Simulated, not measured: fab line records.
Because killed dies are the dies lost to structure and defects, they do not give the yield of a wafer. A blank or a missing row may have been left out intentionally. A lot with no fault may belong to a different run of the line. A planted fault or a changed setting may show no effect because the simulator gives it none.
Split-lot trial | flow gf180mcu | 23 wafers read from 5 lots, route of 602 steps

== THE SPLIT ITSELF ==
At GF_VT_IMPLANT_COAT_24 (resist thk 1000 nm), the setting resist-thk-nm was moved away from the recipe's 1000 nm on 10 of the 23 wafers read, by -4.3% to +4.0%. The other wafers ran this setting at the recipe's value.

The reading is taken at the split's own step.

== THE READING ==
NOVOLAK_of_VT_IMPLANT_COAT_24.thk-nm (the simulator's own value, which no gauge read), in nm, at GF_VT_IMPLANT_COAT_24 (resist thk 1000 nm). No usual value for it is given in the file. Here, 13 wafers ran the recipe; their average is 1004.8 nm with a standard deviation of 2.2 nm.

wafer  | tool, chamber at the split | resist-thk-nm as run, nm | against the recipe | NOVOLAK_of_VT_IMPLANT_COAT_24.thk-nm, nm | against lot-mates on the recipe
L074.1 | litho-track-01, 0          | 1000                     | recipe             | 1003                                     | -
L074.2 | litho-track-01, 0          | 960                      | -4.0%              | 962.2                                    | -41.8
L074.3 | litho-track-01, 0          | 960                      | -4.0%              | 958.7                                    | -45.3
L074.4 | litho-track-01, 0          | 960                      | -4.0%              | 962.8                                    | -41.2
L074.6 | litho-track-01, 0          | 1000                     | recipe             | 1005                                     | -
L075.1 | litho-track-01, 0          | 1000                     | recipe             | 1009                                     | -
L075.3 | litho-track-01, 0          | 1000                     | recipe             | 1009                                     | -
L075.2 | litho-track-01, 0          | 957                      | -4.3%              | 963.2                                    | -45.1
L075.5 | litho-track-01, 0          | 1000                     | recipe             | 1007                                     | -
L075.6 | litho-track-01, 0          | 957                      | -4.3%              | 960.7                                    | -47.6
L077.1 | litho-track-01, 0          | 1000                     | recipe             | 1003                                     | -
L077.2 | litho-track-01, 0          | 1000                     | recipe             | 1003                                     | -
L077.6 | litho-track-01, 0          | 1000                     | recipe             | 1003                                     | -
L077.4 | litho-track-01, 0          | 1040                     | +4.0%              | 1042                                     | +39.0
L077.5 | litho-track-01, 0          | 1040                     | +4.0%              | 1044                                     | +41.0
L080.1 | litho-track-02, 0          | 1000                     | recipe             | 1004                                     | -
L080.3 | litho-track-02, 0          | 1000                     | recipe             | 1004                                     | -
L080.5 | litho-track-02, 0          | 1000                     | recipe             | 1003                                     | -
L081.1 | litho-track-02, 0          | 1039                     | +3.9%              | 1043                                     | +38.5
L081.3 | litho-track-02, 0          | 1039                     | +3.9%              | 1043                                     | +38.5
L081.2 | litho-track-02, 0          | 1000                     | recipe             | 1003                                     | -
L081.4 | litho-track-02, 0          | 1039                     | +3.9%              | 1044                                     | +39.5
L081.6 | litho-track-02, 0          | 1000                     | recipe             | 1006                                     | -

FIT RESULTS
A straight line over all 23 wafers: NOVOLAK_of_VT_IMPLANT_COAT_24.thk-nm changes by +10.1 nm for each +1% of resist-thk-nm; r = +1.00; the points scatter about the line by 2.3 nm.
The same after taking each lot's own level away (the mean of its wafers on the recipe; 23 wafers): +10.4 nm for each +1%; r = +1.00; scatter 1.4 nm.
Per that fit: largest resist-thk-nm move, reading shift of 45 nm.
The lots' own levels span 1003.00 to 1008.33 nm, that is 2.4 times the standard deviation above.
The two slopes agree, so the slope changes little with the lot-to-lot level.
Check: for one of the wafers moved furthest among these (-4.3%), held out of the fit, the line's prediction against its lot-mates is -45.3 nm. Against them it came out at -45.1 nm.

== THE OTHER SPLITS THESE WAFERS WENT THROUGH ==
Other splits were also applied to these wafers ahead of the reading. Each is held against what the fit with the lots' levels taken away leaves over:
other split on the same wafers     | wafers away from the commonest value | r with NOVOLAK_of_VT_IMPLANT_COAT_24.thk-nm (lot level and that fit taken away)
GF_LVPWELL_STRIP_10 pressure-mtorr | 18                                   | -0.05
GF_MVSD_STRIP_10 o2-flow-sccm      | 9                                    | -0.20
GF_MVPSD_IMPLANT_09 dose-cm2       | 9                                    | +0.19
GF_VT_IMPLANT_COAT_02 spin-rpm     | 11                                   | +0.24

== THE WHOLE CHAIN: every reading that the file lists as answering this split, in the file's order ==
step                   | what it does       | reading                                                                               | change (the file's fit)              | r (the file's)
GF_VT_IMPLANT_COAT_24  | resist thk 1000 nm | NOVOLAK_of_VT_IMPLANT_COAT_24.thk-nm (the simulator's own value, which no gauge read) | +10.3 nm for each +1% of the setting | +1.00
GF_VT_IMPLANT_STRIP_31 | strips in O2/N2    | strip-time-to-endpoint-s                                                              | withheld for each +1% of the setting | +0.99

== FILE'S OWN FIT ==
NOVOLAK_of_VT_IMPLANT_COAT_24.thk-nm changes by +10.3 nm for each +1% of resist-thk-nm, r = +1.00.
